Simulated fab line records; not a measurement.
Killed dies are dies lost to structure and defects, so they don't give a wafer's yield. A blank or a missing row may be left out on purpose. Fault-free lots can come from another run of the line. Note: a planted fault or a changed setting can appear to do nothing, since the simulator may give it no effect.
fab line records	flow gf180mcu
[record] lots = 24	wafers = 72	last_day = 34
route steps=602 shown CONTACT@301 M1@316 V1@358 M2@368 V2@397
lots with no fault: from the same line, run without faults
start_h: hours from the record's first day to the start of the lot's first wafer shown	wait_h: hours since the lot's step before	" the same as in the row above	L1.1+2: a row that stands for several wafers	- value missing, or start not given	* or withheld: withheld	< > ~ a bound
route shown NAME@n: names a module that has steps shown in the file, with the first one's number in the route	usual: the fault-free wafers' mean and standard deviation	same: alike in all rows	chamber/n: place in a boat	sites: the reading at each site	_std_site: the standard deviation of these	_edge_site: outer sites' mean less inner sites'	radius_mm: for every site, how far away it sits from the centre of the wafer	mask NAME#n: copy n	behind: tool/chamber where the wafer was last shaped	hold: why the lot was held/for how many hours/how that ended	device: the transistor (n, p or np) that didn't switch	end of line: tests run on the same wafers once the route is complete	a step without rows: its recipe alone	killed: not the wafer's yield, but the dies lost to structure and defects at the first sort	map: a wafer's dies, marking killed ones x, the rest . and places with no die _
set.NAME: the run value of the setting; set.NAME@STEP: its run value at that earlier step	model.NAME: the simulator's own value behind a step, which no gauge read
route steps across a sampled set of lots; one table per step, one row per wafer
services: from which hour (start_h, from the record's first day; less than 0 if before it) a tool's chamber was out of use, for how many hours, and why
[[steps]]
[step GF_CONTACT_CD_MEAS_14]
[recipe] target_cd_nm = 220
[usual] cd_nm = 220.1/1.5
lot.wafer	tool	chamber	start_h	wait_h	cd_nm
L074.2	cd_sem-02	-	361.22	0.1	220.7
L074.3	"	-	"	"	220.2
L074.5	"	-	"	"	219.2
L075.1	cd_sem-01	-	367.09	0.1	222.2
L075.2	"	-	"	"	221.7
L075.4	"	-	"	"	220.9
L076.1	cd_sem-02	-	376.53	0.1	220.7
L076.4	"	-	"	"	220.8
L076.5	"	-	"	"	222.0
L077.4	cd_sem-02	-	389.51	0.1	221.3
L077.5	"	-	"	"	220.9
L077.6	"	-	"	"	219.8
L078.3	cd_sem-02	-	402.58	0.1	219.8
L078.4	"	-	"	"	219.8
L078.5	"	-	"	"	218.9
L079.2	cd_sem-02	-	406.57	0.1	222.7
L079.4	"	-	"	"	223.3
L079.6	"	-	"	"	221.8
L080.3	cd_sem-02	-	417.24	0.1	217.6
L080.4	"	-	"	"	217.9
L080.6	"	-	"	"	218.0
L081.1	cd_sem-01	-	431.28	0.1	218.8
L081.3	"	-	"	"	219.7
L081.4	"	-	"	"	219.6
L082.3	cd_sem-02	-	434.38	0.1	218.9
L082.5	"	-	"	"	217.3
L082.6	"	-	"	"	218.6
L083.2	cd_sem-02	-	440.03	0.1	221.7
L083.3	"	-	"	"	221.6
L083.5	"	-	"	"	222.2
L084.3	cd_sem-02	-	450.19	0.1	219.8
L084.4	"	-	"	"	219.2
L084.6	"	-	"	"	221.2
L085.4	cd_sem-02	-	461.86	0.1	220.2
L085.5	"	-	"	"	219.6
L085.6	"	-	"	"	220.8
L086.1	cd_sem-01	-	468.25	0.1	221.9
L086.2	"	-	"	"	220.7
L086.5	"	-	"	"	222.2
L087.1	cd_sem-01	-	475.88	0.1	220.3
L087.3	"	-	"	"	221.6
L087.5	"	-	"	"	219.7
L088.1	cd_sem-01	-	483.28	0.1	219.1
L088.3	"	-	"	"	218.8
L088.4	"	-	"	"	220.1
L089.1	cd_sem-01	-	498.03	0.1	220.7
L089.2	"	-	"	"	220.2
L089.3	"	-	"	"	219.7
L090.3	cd_sem-01	-	503.03	0.1	214.9
L090.5	"	-	"	"	218.1
L090.6	"	-	"	"	218.5
L091.3	cd_sem-02	-	512.28	0.1	218.9
L091.4	"	-	"	"	218.5
L091.6	"	-	"	"	220.3
L092.1	cd_sem-01	-	520.88	0.1	220.2
L092.2	"	-	"	"	220.6
L092.4	"	-	"	"	220.6
L093.3	cd_sem-01	-	525.02	0.1	220.1
L093.4	"	-	"	"	220.0
L093.6	"	-	"	"	219.8
L094.3	cd_sem-02	-	536.74	0.1	221.3
L094.4	"	-	"	"	219.9
L094.5	"	-	"	"	220.5
L095.2	cd_sem-02	-	546.24	0.2	217.5
L095.4	"	-	"	"	219.5
L095.6	"	-	"	"	218.6
L096.1	cd_sem-02	-	552.03	0.1	220.0
L096.2	"	-	"	"	219.9
L096.5	"	-	"	"	220.8
L097.1	cd_sem-02	-	562.54	0.1	218.8
L097.3	"	-	"	"	220.3
L097.6	"	-	"	"	217.8
[step GF_M1_SPUTTER_01]
[recipe] material = TiN	target_thk_nm = 30	power_w = 6500	time_s = 25	chamber_pressure_pa = 0.4
[usual] throttle_valve_pct = 30.3/0.9
lot.wafer	tool	chamber	start_h	wait_h	throttle_valve_pct
L074.2	pvd_sputter-02	-	362.60	0.1	31.3
L074.3	"	-	"	"	30.5
L074.5	"	-	"	"	29.3
L075.1	pvd_sputter-02	-	368.49	0.1	30.5
L075.2	"	-	"	"	31.4
L075.4	"	-	"	"	28.9
L076.1	pvd_sputter-03	-	379.74	0.1	30.3
L076.4	"	-	"	"	31.1
L076.5	"	-	"	"	29.8
L077.4	pvd_sputter-03	-	390.84	0.1	29.6
L077.5	"	-	"	"	29.5
L077.6	"	-	"	"	29.9
L078.3	pvd_sputter-02	-	404.06	0.1	29.1
L078.4	"	-	"	"	31.4
L078.5	"	-	"	"	29.4
L079.2	pvd_sputter-02	-	407.96	0.1	30.3
L079.4	"	-	"	"	31.4
L079.6	"	-	"	"	29.1
L080.3	pvd_sputter-03	-	418.60	0.1	29.5
L080.4	"	-	"	"	31.1
L080.6	"	-	"	"	29.3
L081.1	pvd_sputter-02	-	432.70	0.1	31.5
L081.3	"	-	"	"	31.1
L081.4	"	-	"	"	30.6
L082.3	pvd_sputter-02	-	435.74	0.1	29.2
L082.5	"	-	"	"	30.5
L082.6	"	-	"	"	31.1
L083.2	pvd_sputter-02	-	441.41	0.1	29.3
L083.3	"	-	"	"	31.3
L083.5	"	-	"	"	31.2
L084.3	pvd_sputter-02	-	451.56	0.1	29.3
L084.4	"	-	"	"	30.2
L084.6	"	-	"	"	31.2
L085.4	pvd_sputter-01	-	463.36	0.1	28.1
L085.5	"	-	"	"	31.5
L085.6	"	-	"	"	29.8
L086.1	pvd_sputter-02	-	469.65	0.1	29.1
L086.2	"	-	"	"	30.4
L086.5	"	-	"	"	31.2
L087.1	pvd_sputter-03	-	477.29	0.1	30.6
L087.3	"	-	"	"	31.0
L087.5	"	-	"	"	31.0
L088.1	pvd_sputter-03	-	484.68	0.1	30.3
L088.3	"	-	"	"	31.1
L088.4	"	-	"	"	30.3
L089.1	pvd_sputter-01	-	499.66	0.1	29.5
L089.2	"	-	"	"	28.3
L089.3	"	-	"	"	31.6
L090.3	pvd_sputter-02	-	504.40	0.1	29.0
L090.5	"	-	"	"	30.7
L090.6	"	-	"	"	31.2
L091.3	pvd_sputter-02	-	513.65	0.1	31.1
L091.4	"	-	"	"	31.7
L091.6	"	-	"	"	29.2
L092.1	pvd_sputter-01	-	522.28	0.1	31.1
L092.2	"	-	"	"	28.0
L092.4	"	-	"	"	30.2
L093.3	pvd_sputter-03	-	526.39	0.1	30.2
L093.4	"	-	"	"	29.9
L093.6	"	-	"	"	30.1
L094.3	pvd_sputter-03	-	538.11	0.1	29.5
L094.4	"	-	"	"	29.3
L094.5	"	-	"	"	29.4
L095.2	pvd_sputter-01	-	547.63	0.1	30.2
L095.4	"	-	"	"	29.7
L095.6	"	-	"	"	29.8
L096.1	pvd_sputter-03	-	553.53	0.1	30.3
L096.2	"	-	"	"	31.2
L096.5	"	-	"	"	29.7
L097.1	pvd_sputter-03	-	563.96	0.1	29.9
L097.3	"	-	"	"	31.1
L097.6	"	-	"	"	31.0
[step GF_V1_CVD_23]
[recipe] material = W	target_thk_nm = 350	time_s = 105.05	temp_c = 400	pressure_torr = 40
[usual] heater_power_w = 869/110
lot.wafer	tool	chamber	start_h	wait_h	heater_power_w
L074.2	cvd_w-01	0	410.42	0.0	922
L074.3	"	0	"	"	924
L074.5	"	1	"	"	738
L075.1	cvd_w-02	1	416.60	0.0	1015
L075.2	"	0	"	"	742
L075.4	"	0	"	"	770
L076.1	cvd_w-02	1	429.21	0.0	1023
L076.4	"	0	"	"	775
L076.5	"	1	"	"	1050
L077.4	cvd_w-02	1	440.94	0.1	1035
L077.5	"	1	"	"	1041
L077.6	"	0	"	"	771
L078.3	cvd_w-02	0	454.70	0.1	773
L078.4	"	1	"	"	1025
L078.5	"	1	"	"	1020
L079.2	cvd_w-01	0	458.85	0.0	928
L079.4	"	0	"	"	939
L079.6	"	0	"	"	931
L080.3	cvd_w-02	0	469.55	0.1	760
L080.4	"	1	"	"	1015
L080.6	"	0	"	"	749
L081.1	cvd_w-01	1	483.46	0.0	738
L081.3	"	0	"	"	948
L081.4	"	1	"	"	769
L082.3	cvd_w-01	1	486.11	0.1	772
L082.5	"	1	"	"	760
L082.6	"	0	"	"	924
L083.2	cvd_w-01	1	491.83	0.0	739
L083.3	"	0	"	"	962
L083.5	"	1	"	"	749
L084.3	cvd_w-01	1	500.95	0.1	756
L084.4	"	0	"	"	964
L084.6	"	1	"	"	770
L085.4	cvd_w-01	0	513.64	0.1	970
L085.5	"	1	"	"	764
L085.6	"	0	"	"	921
L086.1	cvd_w-02	1	519.91	0.0	1024
L086.2	"	0	"	"	761
L086.5	"	1	"	"	1021
L087.1	cvd_w-01	0	527.81	0.0	941
L087.3	"	1	"	"	767
L087.5	"	0	"	"	950
L088.1	cvd_w-01	1	534.41	0.0	772
L088.3	"	1	"	"	758
L088.4	"	0	"	"	930
L089.1	cvd_w-02	0	548.86	0.0	749
L089.2	"	1	"	"	1014
L089.3	"	0	"	"	775
L090.3	cvd_w-01	0	553.30	0.1	934
L090.5	"	0	"	"	951
L090.6	"	1	"	"	765
L091.3	cvd_w-01	1	562.19	0.1	772
L091.4	"	0	"	"	925
L091.6	"	0	"	"	945
L092.1	cvd_w-01	0	569.98	0.0	944
L092.2	"	1	"	"	771
L092.4	"	1	"	"	750
L093.3	cvd_w-02	0	574.02	0.1	789
L093.4	"	1	"	"	1040
L093.6	"	1	"	"	1032
L094.3	cvd_w-01	1	585.55	0.1	770
L094.4	"	0	"	"	951
L094.5	"	1	"	"	773
L095.2	cvd_w-01	0	594.82	0.0	948
L095.4	"	0	"	"	939
L095.6	"	1	"	"	761
L096.1	cvd_w-02	0	601.19	0.0	784
L096.2	"	1	"	"	1066
L096.5	"	0	"	"	764
L097.1	cvd_w-01	0	609.96	0.0	943
L097.3	"	1	"	"	776
L097.6	"	1	"	"	756
[step GF_M2_THK_MEAS_06]
[recipe] thk_meas_gauge = xrf	reads = AlCu_of_M2_SPUTTER_02
[usual] M2_ALCU_THK = 438/5.1
lot.wafer	tool	chamber	start_h	wait_h	M2_ALCU_THK[nm]
L074.2	film_metro-04	-	411.36	0.1	441
L074.3	"	-	"	"	437
L074.5	"	-	"	"	439
L075.1	film_metro-02	-	417.65	0.1	436
L075.2	"	-	"	"	438
L075.4	"	-	"	"	439
L076.1	film_metro-04	-	430.15	0.1	432
L076.4	"	-	"	"	432
L076.5	"	-	"	"	434
L077.4	film_metro-04	-	441.86	0.1	439
L077.5	"	-	"	"	442
L077.6	"	-	"	"	444
L078.3	film_metro-02	-	455.61	0.1	429
L078.4	"	-	"	"	437
L078.5	"	-	"	"	438
L079.2	film_metro-02	-	459.79	0.1	442
L079.4	"	-	"	"	445
L079.6	"	-	"	"	437
L080.3	film_metro-01	-	470.47	0.1	441
L080.4	"	-	"	"	432
L080.6	"	-	"	"	435
L081.1	film_metro-04	-	484.42	0.1	443
L081.3	"	-	"	"	439
L081.4	"	-	"	"	441
L082.3	film_metro-01	-	487.05	0.1	448
L082.5	"	-	"	"	449
L082.6	"	-	"	"	437
L083.2	film_metro-04	-	492.77	0.1	443
L083.3	"	-	"	"	440
L083.5	"	-	"	"	447
L084.3	film_metro-01	-	501.86	0.1	436
L084.4	"	-	"	"	440
L084.6	"	-	"	"	445
L085.4	film_metro-02	-	514.56	0.1	436
L085.5	"	-	"	"	431
L085.6	"	-	"	"	435
L086.1	film_metro-02	-	520.84	0.1	438
L086.2	"	-	"	"	434
L086.5	"	-	"	"	437
L087.1	film_metro-01	-	528.74	0.1	445
L087.3	"	-	"	"	445
L087.5	"	-	"	"	447
L088.1	film_metro-01	-	535.35	0.1	435
L088.3	"	-	"	"	445
L088.4	"	-	"	"	441
L089.1	film_metro-04	-	549.80	0.1	438
L089.2	"	-	"	"	427
L089.3	"	-	"	"	437
L090.3	film_metro-01	-	554.21	0.1	443
L090.5	"	-	"	"	444
L090.6	"	-	"	"	444
L091.3	film_metro-02	-	563.15	0.1	431
L091.4	"	-	"	"	437
L091.6	"	-	"	"	435
L092.1	film_metro-02	-	570.91	0.1	430
L092.2	"	-	"	"	434
L092.4	"	-	"	"	435
L093.3	film_metro-04	-	574.98	0.1	434
L093.4	"	-	"	"	437
L093.6	"	-	"	"	430
L094.3	film_metro-02	-	586.47	0.1	440
L094.4	"	-	"	"	438
L094.5	"	-	"	"	438
L095.2	film_metro-01	-	595.76	0.1	441
L095.4	"	-	"	"	434
L095.6	"	-	"	"	432
L096.1	film_metro-04	-	602.13	0.1	443
L096.2	"	-	"	"	444
L096.5	"	-	"	"	444
L097.1	film_metro-01	-	610.89	0.1	435
L097.3	"	-	"	"	443
L097.6	"	-	"	"	432
[step GF_V2_OVL_MEAS_15]
[usual] V2_OVL = -1/5.4
lot.wafer	tool	chamber	start_h	wait_h	V2_OVL[nm]
L074.2	overlay-01	-	460.99	0.1	0
L074.3	"	-	"	"	-2
L074.5	"	-	"	"	-5
L075.1	overlay-01	-	467.55	0.1	-6
L075.2	"	-	"	"	-8
L075.4	"	-	"	"	-11
L076.1	overlay-01	-	480.25	0.1	-1
L076.4	"	-	"	"	4
L076.5	"	-	"	"	-9
L077.4	overlay-01	-	491.40	0.1	-2
L077.5	"	-	"	"	-6
L077.6	"	-	"	"	-4
L078.3	overlay-01	-	504.07	0.1	2
L078.4	"	-	"	"	-1
L078.5	"	-	"	"	4
L079.2	overlay-01	-	508.32	0.1	6
L079.4	"	-	"	"	7
L079.6	"	-	"	"	-3
L080.3	overlay-02	-	519.28	0.1	-9
L080.4	"	-	"	"	3
L080.6	"	-	"	"	0
L081.1	overlay-02	-	532.35	0.1	10
L081.3	"	-	"	"	10
L081.4	"	-	"	"	4
L082.3	overlay-02	-	535.48	0.1	7
L082.5	"	-	"	"	-8
L082.6	"	-	"	"	1
L083.2	overlay-01	-	540.56	0.1	-8
L083.3	"	-	"	"	1
L083.5	"	-	"	"	1
L084.3	overlay-01	-	548.96	0.1	-7
L084.4	"	-	"	"	-11
L084.6	"	-	"	"	-12
L085.4	overlay-01	-	561.77	0.1	-1
L085.5	"	-	"	"	-1
L085.6	"	-	"	"	0
L086.1	overlay-01	-	567.56	0.1	3
L086.2	"	-	"	"	3
L086.5	"	-	"	"	5
L087.1	overlay-01	-	575.85	0.1	2
L087.3	"	-	"	"	-4
L087.5	"	-	"	"	4
L088.1	overlay-02	-	582.60	0.1	-4
L088.3	"	-	"	"	-2
L088.4	"	-	"	"	6
L089.1	overlay-01	-	594.85	0.1	1
L089.2	"	-	"	"	-9
L089.3	"	-	"	"	-12
L090.3	overlay-01	-	599.43	0.1	6
L090.5	"	-	"	"	5
L090.6	"	-	"	"	1
L091.3	overlay-02	-	607.37	0.1	2
L091.4	"	-	"	"	2
L091.6	"	-	"	"	2
L092.1	overlay-02	-	615.00	0.1	1
L092.2	"	-	"	"	0
L092.4	"	-	"	"	-5
L093.3	overlay-02	-	619.32	0.1	0
L093.4	"	-	"	"	10
L093.6	"	-	"	"	10
L094.3	overlay-01	-	629.82	0.1	4
L094.4	"	-	"	"	4
L094.5	"	-	"	"	6
L095.2	overlay-02	-	637.87	0.1	-3
L095.4	"	-	"	"	0
L095.6	"	-	"	"	4
L096.1	overlay-01	-	644.35	0.1	-1
L096.2	"	-	"	"	-7
L096.5	"	-	"	"	-4
L097.1	overlay-01	-	653.11	0.1	3
L097.3	"	-	"	"	10
L097.6	"	-	"	"	5
[step GF_V2_THK_MEAS_25]
[recipe] thk_meas_gauge = xrf	reads = W_of_V2_CVD_23
[usual] V2_W_THK = 346/3.8
lot.wafer	tool	chamber	start_h	wait_h	V2_W_THK[nm]
L074.2	film_metro-03	-	462.03	0.1	349
L074.3	"	-	"	"	343
L074.5	"	-	"	"	345
L075.1	film_metro-03	-	468.62	0.1	342
L075.2	"	-	"	"	352
L075.4	"	-	"	"	350
L076.1	film_metro-02	-	481.33	0.1	340
L076.4	"	-	"	"	351
L076.5	"	-	"	"	344
L077.4	film_metro-02	-	492.54	0.1	348
L077.5	"	-	"	"	345
L077.6	"	-	"	"	350
L078.3	film_metro-03	-	505.14	0.1	342
L078.4	"	-	"	"	349
L078.5	"	-	"	"	337
L079.2	film_metro-04	-	509.36	0.1	345
L079.4	"	-	"	"	344
L079.6	"	-	"	"	343
L080.3	film_metro-04	-	520.31	0.1	347
L080.4	"	-	"	"	346
L080.6	"	-	"	"	337
L081.1	film_metro-03	-	533.39	0.1	350
L081.3	"	-	"	"	348
L081.4	"	-	"	"	347
L082.3	film_metro-04	-	536.55	0.1	350
L082.5	"	-	"	"	348
L082.6	"	-	"	"	347
L083.2	film_metro-04	-	541.59	0.1	345
L083.3	"	-	"	"	352
L083.5	"	-	"	"	347
L084.3	film_metro-03	-	550.12	0.1	346
L084.4	"	-	"	"	348
L084.6	"	-	"	"	348
L085.4	film_metro-04	-	562.85	0.1	349
L085.5	"	-	"	"	348
L085.6	"	-	"	"	342
L086.1	film_metro-04	-	568.61	0.1	344
L086.2	"	-	"	"	347
L086.5	"	-	"	"	344
L087.1	film_metro-02	-	576.88	0.1	357
L087.3	"	-	"	"	351
L087.5	"	-	"	"	346
L088.1	film_metro-04	-	583.70	0.1	343
L088.3	"	-	"	"	339
L088.4	"	-	"	"	340
L089.1	film_metro-04	-	595.99	0.1	352
L089.2	"	-	"	"	343
L089.3	"	-	"	"	346
L090.3	film_metro-04	-	600.57	0.1	346
L090.5	"	-	"	"	349
L090.6	"	-	"	"	347
L091.3	film_metro-04	-	608.53	0.1	345
L091.4	"	-	"	"	347
L091.6	"	-	"	"	348
L092.1	film_metro-02	-	616.03	0.1	349
L092.2	"	-	"	"	344
L092.4	"	-	"	"	342
L093.3	film_metro-03	-	620.38	0.1	348
L093.4	"	-	"	"	354
L093.6	"	-	"	"	351
L094.3	film_metro-02	-	630.87	0.1	347
L094.4	"	-	"	"	347
L094.5	"	-	"	"	350
L095.2	film_metro-04	-	638.93	0.1	346
L095.4	"	-	"	"	344
L095.6	"	-	"	"	350
L096.1	film_metro-04	-	645.42	0.1	344
L096.2	"	-	"	"	337
L096.5	"	-	"	"	342
L097.1	film_metro-02	-	654.14	0.1	348
L097.3	"	-	"	"	348
L097.6	"	-	"	"	351
[[services]]
tool	chamber	start_h	hours	kind
pvd_sputter-02	-	341.19	20.6	repair
pvd_sputter-01	-	357.11	1.2	repair
cvd_w-02	-	390.00	14.0	pm
cvd_w-02	0	390.00	14.0	vent_cycle
cvd_w-02	1	390.00	14.0	vent_cycle
cvd_w-02	0	404.00	-	clean
cvd_w-02	1	404.00	-	clean
pvd_sputter-03	-	404.48	2.7	repair
pvd_sputter-01	-	424.82	1.2	repair
pvd_sputter-03	3	469.20	-	consumable_replace:kit
pvd_sputter-03	3	469.20	18.0	scheduled_down
pvd_sputter-03	3	469.20	18.0	vent_cycle
pvd_sputter-02	1	473.83	-	consumable_replace:kit
pvd_sputter-02	1	473.83	18.0	scheduled_down
pvd_sputter-02	1	473.83	18.0	vent_cycle
pvd_sputter-02	-	475.48	3.1	repair
cvd_w-02	-	522.29	1.4	repair
cvd_w-02	-	582.84	2.8	pm
pvd_sputter-01	2	594.43	-	consumable_replace:kit
pvd_sputter-01	2	594.43	18.0	scheduled_down
pvd_sputter-01	2	594.43	18.0	vent_cycle
cvd_w-02	-	604.28	0.5	repair
[[key]]
fault none
